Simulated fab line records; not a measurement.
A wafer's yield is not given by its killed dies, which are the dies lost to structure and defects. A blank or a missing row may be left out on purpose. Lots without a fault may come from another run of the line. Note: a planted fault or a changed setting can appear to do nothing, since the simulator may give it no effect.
A lot that was struck, set against a sound lot ; flow sky130 ; 21 out of 708 route steps
Sound: the wafers L468.3, L468.4, L468.5. Wafers L471.1, L471.5, L471.6 were the ones struck. The cause is given at the end.
Order at every step that has rows: each side's tool, ch and its chambers, its first start. Under that, the readings that differ: sound wafers ; struck wafers ; difference of the means ; sigmas: that difference in standard deviations of wafers without a fault.
alike: words and numbers the same on both sides, and readings whose means are apart by under 2 such deviations; not compared: readings that were withheld, readings missing a value for some wafer, numbers with overlapping values and no deviation given by the record, and bounds like >300 which may hide the same value.
The two part at a step that has a row with sigmas, a row that says differs or no value, or rows on one side only. Numbers that have no deviation but don't overlap get no sigmas and don't part them. Lack of a reading on every wafer of one side parts them only where that side has two or more wafers.

SKY_POLY_GATE_THK_MEAS_21:
  sound: film-metro-03 at day 17 01:14; struck: film-metro-03 at day 18 06:53
  alike: POLY_GATE_OXIDATION_THK
SKY_POLY_GATE_CD_MEAS_22:
  sound: cd-sem-01 at day 17 01:20; struck: cd-sem-02 at day 18 06:56
  alike: cd-nm
then, 7 steps without rows for these wafers: SKY_LDD_N_DEHYDRATE_00 (time 60 s); SKY_LDD_N_HMDS_01 (prime time 60 s); SKY_LDD_N_COAT_02 (resist thk 300 nm); SKY_LDD_N_SOFTBAKE_03 (time 60 s); SKY_LDD_N_EXPOSE_04 (exposes mask NTM, target cd 840 nm); SKY_LDD_N_PEB_05; SKY_LDD_N_DEVELOP_06 (develop time 60 s).
SKY_LDD_N_OVL_MEAS_07:
  sound: overlay-02 at day 18 07:13; struck: overlay-02 at day 19 13:04
  alike: LDD_N_OVL
then, 2 steps without rows for these wafers: SKY_LDD_N_IMPLANT_08; SKY_LDD_N_IMPLANT_09.
SKY_LDD_N_IMPLANT_10:
  sound on implanter-01 ch 0, day 18 07:35; struck on implanter-04 ch 0, day 19 13:24
reading;sound;struck;difference;sigmas
implant-ion-amu;75 75 75;31 31 31;-44;
model.implant.rp-nm (nm);15.73 15.73 15.73;27.91 27.91 27.91;+12.18;
model.implant.drp-nm (nm);7.212 7.212 7.212;12.97 12.97 12.97;+5.76;
then, 5 steps without rows for these wafers: SKY_LDD_N_IMPLANT_11; SKY_LDD_N_IMPLANT_12; SKY_LDD_N_IMPLANT_13; SKY_LDD_N_IMPLANT_14; SKY_LDD_N_IMPLANT_15.
SKY_LDD_N_STRIP_16: strips in O2/N2.
  sound on plasma-asher-01 ch 0,1, day 18 08:28; struck on plasma-asher-04 ch 0,1, day 19 14:18
reading;sound;struck;difference;sigmas
strip-time-to-endpoint-s (s);4.332 4.308 4.341;4.235 4.225 4.238;-0.094;-6
  alike: drypump-motor-current-A, oes-product-au
  not compared: rf-hours-counter-h
SKY_LDD_N_TW_MEAS_17:
  sound: film-metro-01 at day 18 08:34; struck: film-metro-01 at day 19 14:24
reading;sound;struck;difference;sigmas
LDD_N_TW;2604 2604 2597;2560 2558 2564;-41;-2
SKY_PAD_OPEN_PROBE_99:
  the record holds rows for the sound wafers here (prober-02, day 46 03:38) but none for the struck ones

## WHERE THEY PART
First at SKY_LDD_N_STRIP_16; last, within this record, at SKY_PAD_OPEN_PROBE_99.

WHY: the cause the simulator had injected
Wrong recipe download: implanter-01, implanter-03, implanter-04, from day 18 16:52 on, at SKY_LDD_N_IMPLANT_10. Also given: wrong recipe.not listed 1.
